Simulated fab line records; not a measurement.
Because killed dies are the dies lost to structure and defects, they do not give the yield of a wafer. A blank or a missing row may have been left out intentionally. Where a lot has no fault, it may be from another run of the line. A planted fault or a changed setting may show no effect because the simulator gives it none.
The tool behind it: which one?	flow gf180mcu	13 lots, 38 wafers sampled, at 3 steps of a route of 602

## WHAT EACH GAUGE READ, for each wafer
GF_MVPSD_OVL_MEAS_07. Usual: for MVPSD_OVL the level is 0.8 nm and the standard deviation is 1.3.
lot	measured	on	MVPSD_OVL (nm)	flag
L635	day 5 00:56	overlay-01	1.6 0.3 2.9	
L636	day 5 05:34	overlay-01	-0.8 -0.8 -2.3	
L637	day 5 14:39	overlay-01	2.8 2.9 4.1	
L639	day 6 00:17	overlay-01	2.8 -0.1 1.1	
L640	day 6 07:08	overlay-02	0.5 0.9 1.0	
L641	day 6 10:38	overlay-01	-0.3 0.2 -0.5	
L643	day 6 21:39	overlay-02	2.3 1.5	
L651	day 8 21:11	overlay-02	-0.5 -0.5 -1.4	
L653	day 9 10:08	overlay-01	0.4 -1.4 -0.1	
L654	day 10 02:32	overlay-02	3.8 0.9 2.7	
L655	day 10 02:37	overlay-01	-0.5 -0.7 -0.2	
L656	day 10 12:48	overlay-01	-0.5 -1.1 -1.3	
L657	day 10 13:09	overlay-02	-1.8 0.9 1.2	

## WHAT TOOL EACH LOT RAN ON (gives the tool, then ch and the chambers of the sampled wafers, and finally the start)
lot	GF_STI_ETCH_13	GF_STI_CMP_25
L635	rie_diel-04 ch 0,2,3, day 2 01:46	cmp-01 ch 0,2,3, day 2 03:46
L636	rie_diel-01 ch 0,1, day 2 06:12	cmp-01 ch 0,2, day 2 08:53
L637	rie_diel-04 ch 0,2, day 2 13:49	cmp-01 ch 1,3, day 2 16:28
L639	rie_diel-03 ch 1,2,3, day 2 22:11	cmp-01 ch 1,3, day 3 00:35
L640	rie_diel-01 ch 0,2, day 3 03:42	cmp-02 ch 0,1,3, day 3 06:32
L641	rie_diel-04 ch 0,1,3, day 3 08:30	cmp-01 ch 1,2, day 3 10:37
L643	rie_diel-04 ch 1,2, day 3 18:04	cmp-01 ch 1,2, day 3 20:21
L651	rie_diel-01 ch 0,1,2, day 5 11:39	cmp-01 ch 0,2,3, day 5 13:43
L653	rie_diel-03 ch 0,2,3, day 5 21:55	cmp-01 ch 0,2,3, day 6 00:15
L654	rie_diel-03 ch 1,2,3, day 6 05:40	cmp-02 ch 0,1,2, day 6 10:01
L655	rie_diel-04 ch 1,2, day 6 07:56	cmp-01 ch 0,2,3, day 6 12:38
L656	rie_diel-01 ch 1,2, day 6 13:22	cmp-01 ch 0,2,3, day 6 20:18
L657	rie_diel-03 ch 1,2,3, day 6 19:08	cmp-01 ch 1,2,3, day 6 22:43
- GF_STI_ETCH_13: etches the open film in CHF3/O2, stops on Si, target depth 282.31 nm, time 112.9 s.
- GF_STI_CMP_25: polishes, stops on Si3N4, t overpolish 33 s, target thk 524.6 nm.

## WHAT THE TOOLS THEMSELVES READ (means of the sampled wafers that have a number; where no wafer has one, the mark that the record gives instead)
GF_STI_ETCH_13. Usual: drypump_motor_current_A 5.8 A, standard deviation 0.47; oes_product_au 0.830 a.u., standard deviation 0.0069; throttle_valve_pct 8.809 %, standard deviation 0.0093.
lot	tool	drypump_motor_current_A (A)	oes_product_au (a.u.)	throttle_valve_pct (%)	flag
L635	rie_diel-04	6.1	0.830	8.811	
L636	rie_diel-01	6.2	0.825	8.813	
L637	rie_diel-04	6.1	0.825	8.801	
L639	rie_diel-03	5.4	0.832	8.807	
L640	rie_diel-01	5.4	0.827	8.813	
L641	rie_diel-04	6.1	0.832	8.815	
L643	rie_diel-04	5.9	0.837	8.800	
L651	rie_diel-01	5.8	0.825	8.804	
L653	rie_diel-03	5.9	0.836	8.821	
L654	rie_diel-03	5.4	0.826	8.812	
L655	rie_diel-04	5.9	0.824	8.804	
L656	rie_diel-01	5.8	0.831	8.807	
L657	rie_diel-03	5.4	0.837	8.804	

GF_STI_CMP_25. Usual: edge_zone_pressure_frac 1.000, standard deviation 0.0051; motor_current_A 11.9 A, standard deviation 1; overpolish_run_s 33.000 s, standard deviation 0.0085; platen_rpm 60.00 rpm, standard deviation 0.045; time_to_endpoint_s 122 s, standard deviation 7.2.
lot	tool	edge_zone_pressure_frac	motor_current_A (A)	overpolish_run_s (s)	platen_rpm (rpm)	time_to_endpoint_s (s)	flag
L635	cmp-01	1.003	11.3	32.997	60.04	132	
L636	cmp-01	0.994	12.6	33.000	60.00	132	
L637	cmp-01	1.006	11.8	32.996	60.03	115	
L639	cmp-01	0.999	11.8	32.992	59.98	116	
L640	cmp-02	1.005	12.1	33.004	59.96	123	
L641	cmp-01	0.994	12.1	33.009	60.00	122	
L643	cmp-01	0.997	12.2	33.001	60.04	122	
L651	cmp-01	0.999	11.6	32.998	59.99	126	
L653	cmp-01	0.996	11.6	32.999	59.96	124	
L654	cmp-02	1.001	12.1	33.002	60.02	120	
L655	cmp-01	1.004	12.0	32.994	59.99	123	
L656	cmp-01	1.000	11.7	33.002	59.98	121	
L657	cmp-01	1.005	12.0	32.991	59.98	117	

## THE ANSWER, worked out from the rows above alone
Rule: a lot is off if the mean of its wafers that have a number lies more than 3 standard deviations from the usual mean. Also off: a lot with no number at a reading for which 4 or more lots have one. Any other lot the step has rows for is counted as sound. First the gauges in route order, then the tools' own readings, where a lot's mean is used as printed above. At the first step where some lot is off, the reading lying furthest off is the one used; lots without a number count as furthest.
Nothing can be told from this: no lot is off at any reading shown.

## WHAT THE SIMULATOR HAD PUT IN
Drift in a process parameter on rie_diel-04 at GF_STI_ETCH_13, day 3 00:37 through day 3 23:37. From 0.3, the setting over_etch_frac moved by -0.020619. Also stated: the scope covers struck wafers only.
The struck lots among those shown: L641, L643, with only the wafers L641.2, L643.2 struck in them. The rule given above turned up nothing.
